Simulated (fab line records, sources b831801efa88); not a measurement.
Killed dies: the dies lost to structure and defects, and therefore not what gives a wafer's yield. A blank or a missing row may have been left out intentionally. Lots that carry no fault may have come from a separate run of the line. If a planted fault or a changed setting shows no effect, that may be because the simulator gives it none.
fab line records | flow sky130
record lots=6 | wafers=18 | lastDay=50
route steps=708 shown METAL4@622 PAD_OPEN@708
lots that met no fault: from a run of the same line without faults
startH: hours from the record's opening day to when the first of the lot's shown wafers began | waitH: hours from the lot's prior step to this one | " as in the row above | L1.1+2: a row that stands for several wafers | - no value present, or no start provided | * or withheld: withheld | < > ~ a bound
route shown NAME@n: NAME is a module with steps in the file, n the number in the route of the first one | usual: mean/standard deviation taken from wafers without a fault | same: alike in all rows | chamber/n: place in a boat | sites: each site's reading | _std_site: the values' standard deviation | _edge_site: inner sites' mean taken away from outer sites' mean | radiusMm: for every site, how far away it sits from the centre of the wafer | mask NAME#n: copy n | behind: the last tool/chamber to shape the wafer | hold: what put the lot on hold/how long, in hours/how the hold closed | device: names the non-switching transistor (n, p or np) | end of line: the same wafers' tests at the end of the route | where a step has no rows: the recipe by itself | killed: at the first sort, the dies lost to defects and structure; wafer yield is something else | map: a wafer's dies, marking killed ones x, the rest . and places with no die _
set.NAME: setting as actually run; set.NAME@STEP: the setting as run at that earlier step | model.NAME: the simulator's own value behind a step, which no gauge read
lots at selected steps of the route; one table per step, one row per wafer
services: when a tool's chamber went out of use (startH, in hours from the record's first day, below 0 if earlier), for how many hours, and the reason
## steps
# step SKY_METAL4_HMDS_06
# recipe primeTimeS=60 | primeTempC=120
# step SKY_METAL4_COAT_07
# recipe resist=BARC | tempC=withheld | timeS=withheld | spinRpm=3000 | resistThkNm=60
# step SKY_METAL4_COAT_08
# recipe resist=KrF-thick | spinRpm=3000 | resistThkNm=1140
# step SKY_METAL4_SOFTBAKE_09
# recipe tempC=100 | timeS=90 | resist=KrF-thick
# step SKY_METAL4_EXPOSE_10
# recipe maskId=MM4 | na=0.68 | sourceShape=annular | sigmaInner=0.4 | sigmaOuter=0.8 | targetCdNm=300 | doseMj=28
# step SKY_METAL4_PEB_11
# recipe pebTempC=withheld | pebTimeS=withheld | resist=KrF-thick
# step SKY_METAL4_DEVELOP_12
# recipe developTimeS=60 | resist=KrF-thick | devTempC=21
# step SKY_METAL4_CD_MEAS_13
# recipe targetCdNm=300
# usual cdNm=299.9/1.5
lot.wafer | tool     | chamber | startH  | waitH | cdNm
L908.1    | cdSem-02 | -       | 990.35  | -     | 298.4
L908.4    | "        | -       | "       | "     | 299.9
L908.5    | "        | -       | "       | "     | 300.8
L920.1    | cdSem-01 | -       | 1063.96 | -     | 300.6
L920.3    | "        | -       | "       | "     | 299.1
L920.5    | "        | -       | "       | "     | 300.5
L921.1    | cdSem-02 | -       | 1071.91 | -     | 299.8
L921.2    | "        | -       | "       | "     | 301.8
L921.5    | "        | -       | "       | "     | 301.5
L924.1    | cdSem-01 | -       | 1101.06 | -     | 301.2
L924.2    | "        | -       | "       | "     | 300.5
L924.5    | "        | -       | "       | "     | 300.5
L925.3    | cdSem-01 | -       | 1101.79 | -     | 301.8
L925.4    | "        | -       | "       | "     | 303.6
L925.6    | "        | -       | "       | "     | 302.9
L929.1    | cdSem-02 | -       | 1112.00 | -     | 299.3
L929.3    | "        | -       | "       | "     | 298.2
L929.5    | "        | -       | "       | "     | 298.9
# step SKY_METAL4_OVL_MEAS_14
# usual METAL4_OVL=6/6.1
lot.wafer | tool       | chamber | startH  | waitH | METAL4_OVL[nm]
L908.1    | overlay-02 | -       | 990.47  | 0.1   | 7
L908.4    | "          | -       | "       | "     | 1
L908.5    | "          | -       | "       | "     | 7
L920.1    | overlay-02 | -       | 1064.08 | 0.1   | 0
L920.3    | "          | -       | "       | "     | 5
L920.5    | "          | -       | "       | "     | 6
L921.1    | overlay-01 | -       | 1072.03 | 0.1   | 12
L921.2    | "          | -       | "       | "     | 8
L921.5    | "          | -       | "       | "     | 11
L924.1    | overlay-01 | -       | 1101.18 | 0.1   | 3
L924.2    | "          | -       | "       | "     | 11
L924.5    | "          | -       | "       | "     | 11
L925.3    | overlay-02 | -       | 1101.88 | 0.1   | -9
L925.4    | "          | -       | "       | "     | -7
L925.6    | "          | -       | "       | "     | -3
L929.1    | overlay-02 | -       | 1112.12 | 0.1   | 14
L929.3    | "          | -       | "       | "     | 6
L929.5    | "          | -       | "       | "     | 8
# step SKY_METAL4_DESCUM_15
# recipe chemistry=O2 | sourcePowerW=150 | biasPowerW=0 | pressureMtorr=10 | tempC=40 | timeS=8
# usual drypumpMotorCurrentA=5.75/0.18 | oesProductAu=0.998/0.0094
# same biasPowerW=0
lot.wafer | tool        | chamber | startH  | waitH | drypumpMotorCurrentA | oesProductAu | rfHoursCounterH
L908.1    | rieMetal-03 | 0       | 990.51  | 0.0   | 6.02                 | 1.008        | 6
L908.4    | "           | 0       | "       | "     | 5.99                 | 1.010        | -
L908.5    | "           | 1       | "       | "     | 5.88                 | 1.006        | -
L920.1    | rieMetal-03 | 0       | 1064.11 | 0.0   | 6.02                 | 1.011        | 11
L920.3    | "           | 0       | "       | "     | 6.02                 | 1.019        | -
L920.5    | "           | 1       | "       | "     | 5.86                 | 1.002        | -
L921.1    | rieMetal-03 | 1       | 1072.06 | 0.0   | 5.89                 | 1.006        | 14
L921.2    | "           | 0       | "       | "     | 6.04                 | 1.007        | 11
L921.5    | "           | 1       | "       | "     | 5.85                 | 0.997        | -
L924.1    | rieMetal-04 | 1       | 1101.22 | 0.0   | 5.82                 | 1.003        | 14
L924.2    | "           | 0       | "       | "     | 5.41                 | 0.981        | 26
L924.5    | "           | 0       | "       | "     | 5.40                 | 0.989        | -
L925.3    | rieMetal-04 | 0       | 1101.92 | 0.0   | 5.42                 | 0.987        | -
L925.4    | "           | 1       | "       | "     | 5.82                 | 1.004        | -
L925.6    | "           | 1       | "       | "     | 5.82                 | 1.004        | -
L929.1    | rieMetal-03 | 0       | 1112.16 | 0.0   | 6.01                 | 1.000        | 14
L929.3    | "           | 1       | "       | "     | 5.84                 | 1.000        | -
L929.5    | "           | 1       | "       | "     | 5.84                 | 0.991        | -
# step SKY_METAL4_ETCH_16
# recipe chemistry=N2/H2 | target=BARC | ionEnergyEv=200 | biasW=100 | pressureMtorr=30 | n2FlowSccm=100 | h2FlowSccm=200 | icpW=500 | stopOn=SiO2 | timeS=88.2 | targetDepthA=600
# usual biasW=100.1/0.3 | drypumpMotorCurrentA=5.76/0.18 | h2FlowSccm=199.9/0.58 | oesProductAu=0.626/0.0049 | throttleValvePct=13.206/0.0082
lot.wafer | tool        | chamber | startH  | waitH | biasW | drypumpMotorCurrentA | h2FlowSccm | oesProductAu | rfHoursCounterH | throttleValvePct
L908.1    | rieMetal-03 | 0       | 990.54  | 0.0   | 99.6  | 6.02                 | 199.7      | 0.630        | 6               | 13.202
L908.4    | "           | 0       | "       | "     | 100.3 | 6.00                 | 200.3      | 0.617        | -               | 13.202
L908.5    | "           | 1       | "       | "     | 100.3 | 5.87                 | 199.5      | 0.626        | -               | 13.217
L920.1    | rieMetal-03 | 0       | 1064.15 | 0.0   | 100.3 | 6.02                 | 200.0      | 0.627        | 11              | 13.205
L920.3    | "           | 0       | "       | "     | 99.8  | 6.00                 | 199.9      | 0.624        | -               | 13.202
L920.5    | "           | 1       | "       | "     | 100.1 | 5.87                 | 200.7      | 0.617        | -               | 13.210
L921.1    | rieMetal-03 | 1       | 1072.10 | 0.0   | 99.5  | 5.86                 | 200.1      | 0.632        | 14              | 13.199
L921.2    | "           | 0       | "       | "     | 100.2 | 6.05                 | 201.1      | 0.626        | 11              | 13.188
L921.5    | "           | 1       | "       | "     | 100.0 | 5.86                 | 200.6      | 0.631        | -               | 13.211
L924.1    | rieMetal-04 | 1       | 1101.25 | 0.0   | 99.9  | 5.83                 | 199.1      | 0.625        | 14              | 13.196
L924.2    | "           | 0       | "       | "     | 99.8  | 5.41                 | 200.0      | 0.626        | 26              | 13.213
L924.5    | "           | 0       | "       | "     | 100.3 | 5.42                 | 199.5      | 0.623        | -               | 13.199
L925.3    | rieMetal-04 | 0       | 1101.97 | 0.0   | 100.3 | 5.38                 | 199.0      | 0.618        | -               | 13.211
L925.4    | "           | 1       | "       | "     | 99.8  | 5.82                 | 199.5      | 0.628        | -               | 13.216
L925.6    | "           | 1       | "       | "     | 99.7  | 5.81                 | 199.4      | 0.623        | -               | 13.213
L929.1    | rieMetal-03 | 0       | 1112.19 | 0.0   | 100.5 | 6.02                 | 200.6      | 0.629        | 14              | 13.217
L929.3    | "           | 1       | "       | "     | 100.2 | 5.88                 | 200.0      | 0.625        | -               | 13.207
L929.5    | "           | 1       | "       | "     | 100.6 | 5.89                 | 199.3      | 0.626        | -               | 13.210
# step SKY_METAL4_ETCH_17
# recipe target=SiO2 | stopOn=TiN | chemistry=C4F8/O2/Ar | sourceW=1500 | biasW=1200 | pressureMtorr=40 | c4f8FlowSccm=withheld | O2_flow_sccm=6 | Ar_flow_sccm=300 | timeS=3.9 | targetDepthA=150
# usual biasW=1200/3.6 | oesProductAu=0.755/0.0072
lot.wafer | tool       | chamber | startH  | waitH | biasW | oesProductAu | rfHoursCounterH
L908.1    | rieDiel-02 | 1       | 990.64  | 0.1   | 1196  | 0.755        | 15
L908.4    | "          | 2       | "       | "     | 1201  | 0.762        | 7
L908.5    | "          | 3       | "       | "     | 1205  | 0.760        | -
L920.1    | rieDiel-02 | 1       | 1064.24 | 0.1   | 1203  | 0.752        | 17
L920.3    | "          | 2       | "       | "     | 1208  | 0.765        | 10
L920.5    | "          | 1       | "       | "     | 1198  | 0.755        | -
L921.1    | rieDiel-02 | 2       | 1072.19 | 0.1   | 1201  | 0.746        | 10
L921.2    | "          | 0       | "       | "     | 1199  | 0.752        | 26
L921.5    | "          | 1       | "       | "     | 1200  | 0.751        | -
L924.1    | rieDiel-01 | 0       | 1101.35 | 0.1   | 1198  | 0.749        | 22
L924.2    | "          | 1       | "       | "     | 1201  | 0.753        | 16
L924.5    | "          | 0       | "       | "     | 1200  | 0.746        | -
L925.3    | rieDiel-02 | 2       | 1102.04 | 0.0   | 1196  | 0.748        | 12
L925.4    | "          | 1       | "       | "     | 1203  | 0.761        | 18
L925.6    | "          | 2       | "       | "     | 1197  | 0.754        | -
L929.1    | rieDiel-01 | 3       | 1112.29 | 0.1   | 1199  | 0.754        | 1
L929.3    | "          | 1       | "       | "     | 1203  | 0.747        | 16
L929.5    | "          | 0       | "       | "     | 1199  | 0.756        | -
# step SKY_METAL4_METAL_ETCH_18
# recipe targetDepthA=8450 | stopOn=SiO2 | overEtchFrac=0.3 | timeS=183.1 | chemistry=Cl2/BCl3 | resistSidewallDeg=88 | pressureMtorr=10 | icpW=900 | biasW=48.5 | Cl2_flow_sccm=60 | bcl3FlowSccm=30
# usual biasW=48.53/0.14 | drypumpMotorCurrentA=5.73/0.2 | oesProductAu=0.855/0.0062 | throttleValvePct=22.265/0.0093
lot.wafer | tool        | chamber | startH  | waitH | biasW | drypumpMotorCurrentA | oesProductAu | rfHoursCounterH | throttleValvePct
L908.1    | rieMetal-04 | 1       | 990.65  | 0.0   | 48.56 | 5.83                 | 0.837        | 5               | 22.264
L908.4    | "           | 0       | "       | "     | 48.29 | 5.42                 | 0.847        | -               | 22.267
L908.5    | "           | 0       | "       | "     | 48.18 | 5.38                 | 0.844        | -               | 22.287
L920.1    | rieMetal-04 | 1       | 1064.26 | 0.0   | 50.81 | 5.80                 | 0.855        | 11              | 22.270
L920.3    | "           | 1       | "       | "     | 50.83 | 5.81                 | 0.841        | -               | 22.284
L920.5    | "           | 1       | "       | "     | 50.87 | 5.80                 | 0.853        | -               | 22.259
L921.1    | rieMetal-04 | 1       | 1072.21 | 0.0   | 50.61 | 5.81                 | 0.856        | 12              | 22.276
L921.2    | "           | 0       | "       | "     | 48.37 | 5.35                 | 0.863        | 23              | 22.268
L921.5    | "           | 0       | "       | "     | 48.29 | 5.40                 | 0.859        | -               | 22.261
L924.1    | rieMetal-02 | 0       | 1101.37 | 0.0   | 48.55 | 5.70                 | 0.860        | 15              | 22.265
L924.2    | "           | 1       | "       | "     | 48.62 | 5.68                 | 0.865        | 13              | 22.278
L924.5    | "           | 1       | "       | "     | 48.53 | 5.67                 | 0.863        | -               | 22.261
L925.3    | rieMetal-03 | 0       | 1102.11 | 0.1   | 48.46 | 6.01                 | 0.848        | -               | 22.273
L925.4    | "           | 1       | "       | "     | 48.52 | 5.86                 | 0.856        | -               | 22.265
L925.6    | "           | 0       | "       | "     | 48.53 | 6.00                 | 0.859        | -               | 22.261
L929.1    | rieMetal-02 | 1       | 1112.30 | 0.0   | 48.76 | 5.64                 | 0.848        | 14              | 22.266
L929.3    | "           | 1       | "       | "     | 48.71 | 5.65                 | 0.848        | -               | 22.262
L929.5    | "           | 0       | "       | "     | 48.58 | 5.69                 | 0.848        | -               | 22.277
# step SKY_METAL4_STRIP_19
# recipe chemistry=O2/N2 | powerW=1400 | pressureMtorr=1500 | platenTempC=withheld | o2FlowSccm=3000 | n2FlowSccm=300 | overashFraction=0.5
# usual drypumpMotorCurrentA=5.6/0.45 | oesProductAu=0.503/0.0055 | stripTimeToEndpointS=6.54/0.072
lot.wafer | tool           | chamber | startH  | waitH | drypumpMotorCurrentA | oesProductAu | rfHoursCounterH | stripTimeToEndpointS
L908.1    | plasmaAsher-03 | 0       | 990.83  | 0.1   | 5.3                  | 0.506        | 84              | 6.52
L908.4    | "              | 0       | "       | "     | 5.3                  | 0.508        | -               | 6.61
L908.5    | "              | 0       | "       | "     | 5.3                  | 0.509        | -               | 6.58
L920.1    | plasmaAsher-04 | 0       | 1064.62 | 0.3   | 6.2                  | 0.496        | 60              | 6.40
L920.3    | "              | 1       | "       | "     | 4.8                  | 0.499        | -               | 6.36
L920.5    | "              | 1       | "       | "     | 4.8                  | 0.495        | -               | 6.39
L921.1    | plasmaAsher-01 | 1       | 1072.39 | 0.1   | 5.6                  | 0.491        | 1               | 6.33
L921.2    | "              | 0       | "       | "     | 6.2                  | 0.498        | 1               | 6.63
L921.5    | "              | 0       | "       | "     | 6.2                  | 0.506        | -               | 6.60
L924.1    | plasmaAsher-01 | 1       | 1101.55 | 0.1   | 5.6                  | 0.519        | 4               | 6.75
L924.2    | "              | 0       | "       | "     | 6.1                  | 0.502        | 4               | 6.60
L924.5    | "              | 1       | "       | "     | 5.6                  | 0.513        | -               | 6.61
L925.3    | plasmaAsher-04 | 1       | 1102.27 | 0.1   | 4.8                  | 0.506        | -               | 6.52
L925.4    | "              | 0       | "       | "     | 6.2                  | 0.509        | -               | 6.59
L925.6    | "              | 1       | "       | "     | 4.8                  | 0.497        | -               | 6.45
L929.1    | plasmaAsher-03 | 0       | 1112.48 | 0.1   | 5.3                  | 0.504        | 96              | 6.54
L929.3    | "              | 1       | "       | "     | 5.4                  | 0.508        | -               | 6.56
L929.5    | "              | 0       | "       | "     | 5.3                  | 0.507        | -               | 6.64
# step SKY_PAD_OPEN_PROBE_99
# usual defectLimitedYield=82.6/1.9 | killed_at_M0_to_M3=43/7.1 | killed_at_M4_up=3.0/1.6 | killedAtContacts=24/5.3 | killedAtFrontEnd=16/4.1 | killedAtOther=0.5/0.82 | killedDies=86/9.4 | killedOpen=46/6.9 | killedShort=39/6.5 | sort_bin_3_pad_short=0.9/0.45 | sort_bin_5_function=10.3/1.5 | sort_bin_6_memory=6.2/1.1 | sortNPass=406/9.4 | sortYieldPct=82.6/1.9
# same grossDies=492 | killedAtBackSide=0 | sort_bin_4_leakage[%]=0 | sort_bin_8_speed[%]=0
lot.wafer | tool      | chamber | startH  | waitH | defectLimitedYield[%] | killed_at_M0_to_M3 | killed_at_M4_up | killedAtContacts | killedAtFrontEnd | killedAtOther | killedDies | killedOpen | killedShort | sort_bin_3_pad_short[%] | sort_bin_5_function[%] | sort_bin_6_memory[%] | sortNPass | sortYieldPct[%]
L908.1    | prober-01 | -       | 1086.21 | 0.1   | 80.3                  | 43                 | 3               | 30               | 21               | 0             | 97         | 52         | 45          | 1.0                     | 11.8                   | 6.9                  | 395       | 80.3
L908.4    | prober-01 | -       | 1086.36 | 0.2   | 82.5                  | 34                 | 1               | 33               | 18               | 0             | 86         | 44         | 42          | 1.0                     | 9.8                    | 6.7                  | 406       | 82.5
L908.5    | prober-01 | -       | 1086.41 | 0.2   | 83.1                  | 42                 | 3               | 23               | 14               | 1             | 83         | 46         | 35          | 1.8                     | 9.3                    | 5.7                  | 409       | 83.1
L920.1    | prober-02 | -       | 1150.57 | 0.1   | 81.1                  | 40                 | 2               | 38               | 13               | 0             | 93         | 52         | 40          | 0.8                     | 10.6                   | 7.5                  | 399       | 81.1
L920.3    | prober-02 | -       | 1150.67 | 0.2   | 83.1                  | 42                 | 3               | 24               | 14               | 0             | 83         | 51         | 28          | 0.6                     | 9.1                    | 7.1                  | 409       | 83.1
L920.5    | prober-02 | -       | 1150.77 | 0.2   | 79.3                  | 47                 | 4               | 25               | 26               | 0             | 102        | 48         | 54          | 1.2                     | 11.4                   | 8.1                  | 390       | 79.3
L921.1    | prober-01 | -       | 1157.20 | 0.1   | 80.7                  | 55                 | 1               | 23               | 16               | 0             | 95         | 54         | 41          | 1.0                     | 12.2                   | 6.1                  | 397       | 80.7
L921.2    | prober-01 | -       | 1157.25 | 0.1   | 82.7                  | 40                 | 2               | 28               | 14               | 1             | 85         | 55         | 30          | 0.2                     | 10.8                   | 6.3                  | 407       | 82.7
L921.5    | prober-01 | -       | 1157.40 | 0.2   | 81.1                  | 40                 | 2               | 34               | 16               | 1             | 93         | 52         | 41          | 0.4                     | 11.6                   | 6.9                  | 399       | 81.1
# killed by level:class
L908.1 VIA1:geometricParticle:open=14 CONTACT:geometricParticle:short=9 LI_CONTACT:geometricParticle:open=7 METAL1:geometricParticle:short=7 FIELD_ISO:geometricParticle:short=6 CONTACT:geometricParticle:open=6 VIA2:geometricParticle:open=5 VIA3:geometricParticle:open=5
L908.4 CONTACT:geometricParticle:open=10 LOCAL_INTERCONNECT:geometricParticle:short=9 LI_CONTACT:geometricParticle:open=8 VIA1:geometricParticle:open=7 POLY_GATE:geometricParticle:short=5 VIA3:geometricParticle:open=5 METAL2:geometricParticle:short=5 FIELD_ISO:geometricParticle:open=4
L908.5 VIA1:geometricParticle:open=13 LI_CONTACT:geometricParticle:open=9 VIA2:geometricParticle:open=7 METAL1:geometricParticle:short=6 LOCAL_INTERCONNECT:geometricParticle:short=5 VIA3:geometricParticle:open=5 POLY_GATE:geometricParticle:open=4 POLY_GATE:geometricParticle:short=4
L920.1 CONTACT:geometricParticle:open=13 LI_CONTACT:geometricParticle:open=9 VIA1:geometricParticle:open=9 VIA2:geometricParticle:open=7 VIA1:geometricParticle:short=6 LOCAL_INTERCONNECT:geometricParticle:short=5 METAL2:geometricParticle:short=5 LI_CONTACT:geometricParticle:short=4
L920.3 CONTACT:geometricParticle:open=10 VIA1:geometricParticle:open=10 FIELD_ISO:geometricParticle:open=7 VIA3:geometricParticle:open=7 LI_CONTACT:geometricParticle:open=6 CONTACT:geometricParticle:short=6 VIA2:geometricParticle:open=6 METAL2:geometricParticle:short=5
L920.5 CONTACT:geometricParticle:short=9 VIA1:geometricParticle:open=9 VIA3:geometricParticle:open=8 METAL2:geometricParticle:short=7 POLY_GATE:geometricParticle:short=6 LI_CONTACT:geometricParticle:open=5 LOCAL_INTERCONNECT:geometricParticle:short=5 CONTACT:geometricParticle:open=5
L921.1 VIA1:geometricParticle:open=19 VIA2:geometricParticle:open=7 LOCAL_INTERCONNECT:geometricParticle:short=7 VIA1:geometricParticle:short=7 LI_CONTACT:geometricParticle:open=6 FIELD_ISO:geometricParticle:short=5 CONTACT:geometricParticle:short=5 METAL1:geometricParticle:short=5
L921.2 VIA1:geometricParticle:open=12 CONTACT:geometricParticle:open=11 LI_CONTACT:geometricParticle:open=9 VIA3:geometricParticle:open=7 FIELD_ISO:geometricParticle:open=5 METAL1:geometricParticle:short=5 VIA2:geometricParticle:open=4 METAL3:geometricParticle:short=4
L921.5 LI_CONTACT:geometricParticle:open=11 CONTACT:geometricParticle:open=9 VIA1:geometricParticle:open=8 VIA2:geometricParticle:open=7 VIA3:geometricParticle:open=7 CONTACT:geometricParticle:short=6 POLY_GATE:geometricParticle:open=5 VIA3:geometricParticle:short=5
## services
tool           | chamber | startH  | hours | kind
rieDiel-02     | 1       | 1000.94 | 13.5  | repair
rieDiel-02     | 0       | 1006.09 | 4.9   | repair
rieMetal-03    | -       | 1008.49 | 0.6   | repair
rieDiel-01     | 2       | 1009.52 | 1.7   | repair
rieDiel-01     | 2       | 1024.27 | 2.8   | repair
rieDiel-02     | 3       | 1034.25 | -     | clean
rieDiel-02     | 3       | 1034.25 | 21.4  | scheduledDown
rieDiel-02     | 3       | 1034.25 | 21.4  | ventCycle
rieMetal-03    | -       | 1047.00 | 14.6  | pm
plasmaAsher-01 | -       | 1055.25 | 9.0   | pm
plasmaAsher-01 | 0       | 1055.25 | 9.0   | ventCycle
plasmaAsher-01 | 1       | 1055.25 | 9.0   | ventCycle
plasmaAsher-01 | -       | 1057.18 | 1.2   | repair
rieMetal-04    | 0       | 1063.94 | 3.7   | repair
plasmaAsher-01 | 0       | 1064.25 | -     | clean
plasmaAsher-01 | 1       | 1064.25 | -     | clean
plasmaAsher-01 | -       | 1069.78 | 0.4   | repair
rieDiel-01     | 3       | 1073.39 | -     | clean
rieDiel-01     | 3       | 1073.39 | 19.4  | scheduledDown
rieDiel-01     | 3       | 1073.39 | 19.4  | ventCycle
rieMetal-03    | -       | 1096.45 | 0.6   | repair
rieDiel-01     | 2       | 1112.07 | -     | clean
rieDiel-01     | 2       | 1112.07 | 17.9  | scheduledDown
rieDiel-01     | 2       | 1112.07 | 17.9  | ventCycle
## key
firstSign step=SKY_METAL4_METAL_ETCH_18 | reading=biasW | direction=up | sigmas=17 | usual=48.53 | struck=50.78
effect none on later readings
metAt SKY_METAL4_METAL_ETCH_18
struckWafers L920.1,L920.3,L920.5,L921.1
onsetBetween 990.65 1064.26
fault kind=processParameterDrift | tool=rieMetal-04 | chamber=1 | onsetH=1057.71 | steps=SKY_METAL4_METAL_ETCH_18 | channel=biasW | offset=2.1914 | shape=step | endH=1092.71 | actsIn=theseRecipesOnly | stated=48.5
